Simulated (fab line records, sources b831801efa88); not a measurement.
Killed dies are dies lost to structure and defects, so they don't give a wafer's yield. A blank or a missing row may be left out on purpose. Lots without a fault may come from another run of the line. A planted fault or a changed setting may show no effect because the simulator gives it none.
fab line records | flow sfq_line
record lots=5 wafers=15 last_day=86
route steps=325 shown M2@102 I2@103
lots that met no fault: from a run of the same line without faults
start_h: hours from the record's first day to the start of the lot's first wafer shown | wait_h: hours since the lot's step before | " the same as in the row above | L1.1+2: a row that stands for several wafers | - no value, or no start given | * or withheld: withheld | < > ~ a bound
route shown NAME@n: a module of which the file shows steps, and the number in the route of the first | usual: mean/standard deviation of fault-free wafers | same: alike in all rows | chamber/n: place in a boat | sites: the reading at each site | _std_site: their standard deviation | _edge_site: outer sites' mean less inner sites' | radius_mm: how far each site lies from the wafer's centre | mask NAME#n: copy n | behind: the tool/chamber that last shaped the wafer | hold: why the lot was held/for how many hours/how that ended | device: the transistor (n, p or np) that didn't switch | end of line: the same wafers' tests at the end of the route | a step without rows: its recipe alone | killed: dies lost to structure and defects at the first sort, not the wafer's yield | map: a wafer's dies, x killed, . not, _ none there
set.NAME: the setting as run; set.NAME@STEP: as run at that earlier step | model.NAME: the simulator's own value behind a step, which no gauge read
lots at some steps of the route; a table a step, a row a wafer
services: from which hour (start_h, from the record's first day; less than 0 if before it) a tool's chamber was out of use, for how many hours, and why
## steps
# step SFQ_TRILAYER_M2_STRIP_SOLV_CLEAN_062
# recipe chemistry=NMP temp_c=70 time_s=600
# step SFQ_TRILAYER_I2_DEP_PECVD_063
# recipe material=SiO2 temp_c=150 time_s=111.11 pressure_torr=2.4 rf_w=183.3 precursor=SiH4/N2O target_thk_nm=500
# usual heater_power_w=84/8.2 throttle_valve_pct=24.4/1.5
# columns lot.wafer tool chamber start_h wait_h heater_power_w throttle_valve_pct
L612.1 pecvd-02 1 699.58 0.0 86 24.5
L612.2 " 2 " " 75 25.5
L612.3 " 0 " " 78 24.4
L614.2 pecvd-01 0 726.47 0.0 86 22.4
L614.3 " 2 " " 96 24.7
L614.5 " 0 " " 74 22.3
L615.2 pecvd-02 2 752.55 0.0 77 25.7
L615.5 " 1 " " 72 24.8
L615.6 " 0 " " 65 24.3
L627.2 pecvd-03 2 963.52 0.0 91 27.0
L627.5 " 2 " " 96 27.1
L627.6 " 0 " " 87 25.0
L629.1 pecvd-02 0 968.15 0.0 72 24.1
L629.2 " 2 " " 96 22.7
L629.4 " 2 " " 99 22.7
# step SFQ_TRILAYER_I2_CMP_CMP_064
# recipe material=SiO2 down_force_psi=3 platen_rpm=60 pad_velocity_m_s=0.94248
# usual motor_current_A=10.3/1.2 time_to_endpoint_s=213/7.4
# columns lot.wafer tool chamber start_h wait_h motor_current_A time_to_endpoint_s
L612.3 cmp-02 3 705.11 5.5 12.6 198
L612.1 " 0 " " 9.9 201
L612.2 " 2 706.61 7.0 10.7 209
L614.3 cmp-01 1 727.09 0.5 10.5 202
L614.2 " 3 728.09 1.6 10.6 193
L614.5 " 0 " " 10.1 201
L615.2 cmp-01 1 754.68 2.1 10.2 215
L615.6 " 1 756.68 4.0 10.6 218
L615.5 " 2 " " 8.1 219
L627.2 cmp-01 2 964.03 0.5 8.2 203
L627.6 " 2 966.03 2.4 7.8 214
L627.5 " 3 " " 10.8 208
L629.2 cmp-02 3 970.75 2.6 12.3 209
L629.4 " 1 971.75 3.5 10.7 214
L629.1 " 2 " " 11.2 205
# step SFQ_I2_BOW_MEAS_917
# recipe mode=bow
# usual I2_BOW=0/9.1
# columns lot.wafer tool chamber start_h wait_h I2_BOW[um]
L612.1 film_metro-04 - 708.11 2.0 -2
L612.2 " - " " 3
L612.3 " - " " 3
L614.2 film_metro-01 - 729.61 1.0 18
L614.3 " - " " 9
L614.5 " - " " 24
L615.2 film_metro-02 - 757.70 2.5 1
L615.5 " - " " 0
L615.6 " - " " 16
L627.2 film_metro-04 - 967.05 2.5 -11
L627.5 " - " " -13
L627.6 " - " " -16
L629.1 film_metro-02 - 973.75 1.0 11
L629.2 " - " " 4
L629.4 " - " " 17
# step SFQ_TRILAYER_I2_METRO_MEASURE_065
# usual thk_nm=199.5/0.98
# columns lot.wafer tool chamber start_h wait_h thk_nm
L612.1 film_metro-04 - 708.23 0.1 199.4
L612.2 " - " " 199.3
L612.3 " - " " 199.2
L614.2 film_metro-01 - 729.91 0.3 199.5
L614.3 " - " " 200.1
L614.5 " - " " 200.4
L615.2 film_metro-02 - 758.00 0.3 199.9
L615.5 " - " " 200.5
L615.6 " - " " 199.6
L627.2 film_metro-04 - 967.35 0.3 199.9
L627.5 " - " " 199.3
L627.6 " - " " 200.8
L629.1 film_metro-02 - 973.87 0.1 199.3
L629.2 " - " " 198.1
L629.4 " - " " 198.5
# step SFQ_TRILAYER_I2_VIA_LITHO_COAT_072
# recipe resist=BARC spin_rpm=3000 resist_thk_nm=62
# step SFQ_TRILAYER_I2_VIA_LITHO_COAT_067
# recipe resist=KrF spin_rpm=3000 resist_thk_nm=650
# step SFQ_TRILAYER_I2_VIA_LITHO_SOFTBAKE_071
# recipe temp_c=withheld time_s=withheld resist=KrF
# step SFQ_TRILAYER_I2_VIA_LITHO_EXPOSE_068
# recipe mask_id=I2 na=0.6 source_shape=conventional sigma_outer=0.65 target_cd_nm=500 dose_mj=21.3
# step SFQ_TRILAYER_I2_VIA_LITHO_PEB_070
# recipe peb_temp_c=115 peb_time_s=60 resist=KrF
# step SFQ_TRILAYER_I2_VIA_LITHO_DEVELOP_069
# recipe time_s=60 resist=KrF
# step SFQ_I2_OVL_MEAS_918
# usual I2_OVL=-1/5.1
# columns lot.wafer tool chamber start_h wait_h I2_OVL[nm]
L612.1 overlay-02 - 713.14 0.1 -3
L612.2 " - " " 0
L612.3 " - " " -1
L614.2 overlay-02 - 733.17 0.1 9
L614.3 " - " " 0
L614.5 " - " " 3
L615.2 overlay-01 - 893.57 0.1 -4
L615.5 " - " " 3
L615.6 " - " " 3
L627.2 overlay-01 - 1106.52 0.1 -5
L627.5 " - " " -4
L627.6 " - " " -4
L629.1 overlay-02 - 1112.51 0.1 2
L629.2 " - " " -6
L629.4 " - " " -4
# step SFQ_TRILAYER_I2_VIA_BARC_OPEN_VIA_ETCH_096
# recipe mask_material=PR chemistry=O2 target_depth_nm=125 target=BARC source_w=486.2 bias_w=80 pressure_mtorr=30 time_s=41.7
# usual drypump_motor_current_A=5.9/0.47 oes_product_au=0.685/0.0044
# columns lot.wafer tool chamber start_h wait_h drypump_motor_current_A oes_product_au rf_hours_counter_h model.KrF_of_TRILAYER_I2_VIA_LITHO_COAT_067.thk_nm
L612.1 rie_diel-03 2 713.18 0.0 5.8 0.695 23 575.6
L612.2 " 0 " " 6.1 0.683 4 575
L612.3 " 1 " " 6.2 0.684 4 573.9
L614.2 rie_diel-03 2 733.20 0.0 5.8 0.678 23 573.7
L614.3 " 1 " " 6.2 0.686 4 556.9
L614.5 " 0 " " 6.1 0.680 - 574.9
L615.2 rie_diel-01 3 893.60 0.0 5.9 0.695 5 572.9
L615.5 " 3 " " 5.8 0.689 - 574.3
L615.6 " 0 " " 6.8 0.681 - 572.3
L627.2 rie_diel-01 2 1106.55 0.0 5.5 0.686 4 575.9
L627.5 " 3 " " 5.8 0.679 - 574.7
L627.6 " 0 " " 6.7 0.686 - 573.3
L629.1 rie_diel-01 1 1112.55 0.0 6.3 0.692 12 575.2
L629.2 " 0 " " 6.7 0.685 5 572
L629.4 " 2 " " 5.5 0.686 4 574.9
# step SFQ_TRILAYER_I2_VIA_ETCH_VIA_ETCH_070
# recipe target=SiO2 stop_on=Nb mask_material=PR taper_deg=20 chemistry=CHF3 target_depth_nm=260 source_w=500 bias_w=80 pressure_mtorr=30 time_s=withheld
# usual drypump_motor_current_A=5.9/0.47 oes_product_au=0.853/0.0048
# columns lot.wafer tool chamber start_h wait_h drypump_motor_current_A oes_product_au model.KrF_of_TRILAYER_I2_VIA_LITHO_COAT_067.thk_nm
L612.1 rie_diel-03 2 713.22 0.0 5.8 0.854 531.2
L612.2 " 0 " " 6.1 0.856 530.5
L612.3 " 1 " " 6.2 0.850 529.9
L614.2 rie_diel-03 2 733.24 0.0 5.8 0.849 528.9
L614.3 " 1 " " 6.2 0.853 512.3
L614.5 " 0 " " 6.1 0.848 530.2
L615.2 rie_diel-01 3 893.64 0.0 5.8 0.854 527.9
L615.5 " 3 " " 5.8 0.863 529
L615.6 " 0 " " 6.7 0.856 527.5
L627.2 rie_diel-01 2 1106.59 0.0 5.4 0.850 531.6
L627.5 " 3 " " 5.8 0.859 529.4
L627.6 " 0 " " 6.7 0.860 528.4
L629.1 rie_diel-01 1 1112.59 0.0 6.3 0.847 531
L629.2 " 0 " " 6.8 0.845 527
L629.4 " 2 " " 5.5 0.854 530.2
# step SFQ_TRILAYER_I2_VIA_STRIP_STRIP_071
# recipe gas=O2 power_w=200 platen_temp_c=40 overash_fraction=0.65 chemistry=O2 pressure_mtorr=50
# usual drypump_motor_current_A=5.8/0.59 oes_product_au=0.999/0.0073
# columns lot.wafer tool chamber start_h wait_h drypump_motor_current_A oes_product_au rf_hours_counter_h
L612.1 rie_metal-01 0 713.33 - 5.3 1.003 133
L612.2 " 1 " " 6.2 1.003 78
L612.3 " 1 " " 6.2 0.999 -
L614.2 rie_metal-01 0 733.35 - 5.3 0.992 135
L614.3 " 0 " " 5.3 1.009 -
L614.5 " 1 " " 6.2 1.004 -
L615.2 rie_metal-01 0 893.75 - 5.3 1.002 6
L615.5 " 0 " " 5.3 0.996 -
L615.6 " 1 " " 6.2 0.994 -
L627.2 rie_metal-03 0 1106.70 - 6.6 0.987 87
L627.5 " 1 " " 6.1 0.995 -
L627.6 " 0 " " 6.7 0.990 -
L629.1 rie_metal-04 1 1112.70 - 5.8 0.985 11
L629.2 " 0 " " 4.8 1.006 16
L629.4 " 0 " " 4.8 1.002 -
## services
# columns tool chamber start_h hours kind
rie_metal-01 - 695.73 14.6 pm
rie_diel-01 - 731.31 2.8 pm
cmp-01 - 749.51 4.0 pm
cmp-01 - 750.69 1.2 repair
rie_metal-01 - 776.70 0.8 repair
rie_diel-01 - 787.69 14.6 pm
rie_diel-03 - 800.74 2.7 repair
pecvd-02 2 811.03 21.7 repair
pecvd-02 - 813.19 4.7 repair
pecvd-02 1 831.98 4.1 repair
cmp-01 - 841.45 3.8 pm
cmp-01 - 849.16 1.2 repair
rie_diel-03 1 865.09 16.6 repair
rie_diel-03 3 870.21 42.2 repair
cmp-01 - 888.73 1.8 repair
rie_diel-01 1 897.97 7.8 repair
rie_diel-03 1 905.81 13.0 repair
rie_diel-01 2 941.91 12.6 repair
rie_diel-03 2 963.08 5.6 repair
rie_diel-03 - 977.91 4.3 pm
rie_diel-03 1 1042.56 33.9 repair
rie_diel-03 2 1063.54 9.2 repair
rie_diel-03 - 1068.15 0.5 repair
rie_diel-03 - 1099.29 15.6 pm
## key
first_sign none at tools or gauges
model_effect step=SFQ_TRILAYER_I2_VIA_BARC_OPEN_VIA_ETCH_096 value=KrF_of_TRILAYER_I2_VIA_LITHO_COAT_067.thk_nm without=573 struck=556.9
model_effect step=SFQ_TRILAYER_I2_VIA_ETCH_VIA_ETCH_070 value=KrF_of_TRILAYER_I2_VIA_LITHO_COAT_067.thk_nm without=528.5 struck=512.3
met_at SFQ_TRILAYER_I2_VIA_BARC_OPEN_VIA_ETCH_096
struck_wafers L614.3
onset_between 713.18 733.20
fault kind=process_parameter_drift tool=rie_diel-03 chamber=1 onset_h=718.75 steps=SFQ_TRILAYER_I2_VIA_BARC_OPEN_VIA_ETCH_096 channel=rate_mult offset=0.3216 shape=step end_h=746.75
